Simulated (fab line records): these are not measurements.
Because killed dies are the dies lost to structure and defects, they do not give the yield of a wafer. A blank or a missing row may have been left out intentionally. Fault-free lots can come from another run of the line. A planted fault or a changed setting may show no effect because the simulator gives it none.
8D (eight disciplines) problem report, filled in by code	flow gf180mcu	the parts of the form that need people (team, actions taken, sign-off) are left out
Where a reading is given only as a bound, like >300, the bound stands for it, and a mean or a difference that rests on one is marked > or <: the true number lies beyond.

== 1. WHAT IS WRONG ==
Across 6 wafers from 2 lots, CONTACT_W_RS at GF_CONTACT_RS_MEAS_25 averages 43.669 ohm/sq, while fault-free wafers read 0.382 ohm/sq with a standard deviation of 0.0043. So: +99 or more standard deviations from the usual mean.
The step: measures by four-point-probe.
The first sign was on wafer L969.3 at day 18 04:43, on film-metro-04. The record holds 36 wafers of 12 lots with a number at this step. The rule behind "out" and "out of limits": a value lying over 4 standard deviations away from the usual mean. Any other wafer with a number is counted as sound.

== 2. WHAT THIS IS AND IS NOT ==
question	is	is not
which readings at this step	CONTACT_W_RS	-
which lots	L969, L970	L964, L965, L966, L967, L971, L980, L984, L985, L986, L987
which wafers of those lots	all that have a number	-
read on which gauges	film-metro-01, film-metro-04	film-metro-02
when	from day 18 04:43	up to then (12 sound wafers); but 18 sound wafers of L971, L980, L984, L985, L986, L987 came after

== 3. WHAT RULES OUT EACH SUSPECT ==
Counting: a tool at any process step up to the reading remains a suspect when it ran all the lots that are out and ran no sound lot after the first of those.
- the gauge at GF_CONTACT_RS_MEAS_25: ruled out. The wafers that are out were read on 2 gauges (film-metro-01, film-metro-04).
- rtp-anneal-01 at GF_SALICIDE_RTA_08 (time 30 s): ruled out as a lasting fault. The sound lots L984, L986, L987 went through it after L969, its earliest lot that is out (day 17 03:35).
- cvd-w-01 at GF_CONTACT_CVD_24 (deposits W, target thk 300 nm, time 90.339 s): ruled out as a lasting fault. The sound lots L980, L984, L985, L986, L987 went through it after L969, its earliest lot that is out (day 18 04:37).
Left after counting: nothing in the record.

== 4. THE CAUSE (what the simulator had put in) ==
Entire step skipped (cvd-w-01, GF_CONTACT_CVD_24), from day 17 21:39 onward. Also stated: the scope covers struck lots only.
Counting ruled it out, wrongly: the rule takes a fault to strike every lot that its tool runs from its start on, and this one did not.

== 5. THE CHAIN OF EFFECTS, in route order ==
Each row: a reading whose mean over the struck wafers that have a number lies more than 3 standard deviations from the usual. Only readings for which the record gives a usual standard deviation are gone through. hours: the time from each lot's start at the first step in this table that gives one to its start at this step, as a median over the lots. sigmas: the change in usual standard deviations.
hours	step	reading	usual	on struck wafers	change	sigmas
0	GF_CONTACT_RS_MEAS_25	CONTACT_W_RS	0.382 ohm/sq	43.669	+43.287	+99 or more
0	GF_CONTACT_THK_MEAS_26	CONTACT_W_THK	302 nm	<0	<-302	<-72
301	GF_PASSIVATION_PROBE_99	killed-at-contacts	5.4	452.0	+446.6	+99 or more
301	GF_PASSIVATION_PROBE_99	killed-dies	46	492	+446	+67
301	GF_PASSIVATION_PROBE_99	killed-on-rim	9.0	96.0	+87.0	+31
It contains these process steps:
- GF_PASSIVATION_PROBE_99
Readings that are blank on the struck wafers while sound wafers have them: chamber-pressure-Torr at GF_CONTACT_CVD_24; heater-power-outer-w at GF_CONTACT_CVD_24; heater-power-w at GF_CONTACT_CVD_24.

== 6. HOW IT WOULD HAVE BEEN CAUGHT EARLIER ==
The first out-of-limits reading at a measuring or inspecting step in this record came at day 18 04:43, 7 hours after the fault's start at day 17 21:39.
At GF_CONTACT_CVD_24 the tool's readings are blank on the struck wafers, where sound wafers have them: an empty tool record is the first sign, and it was there at once.
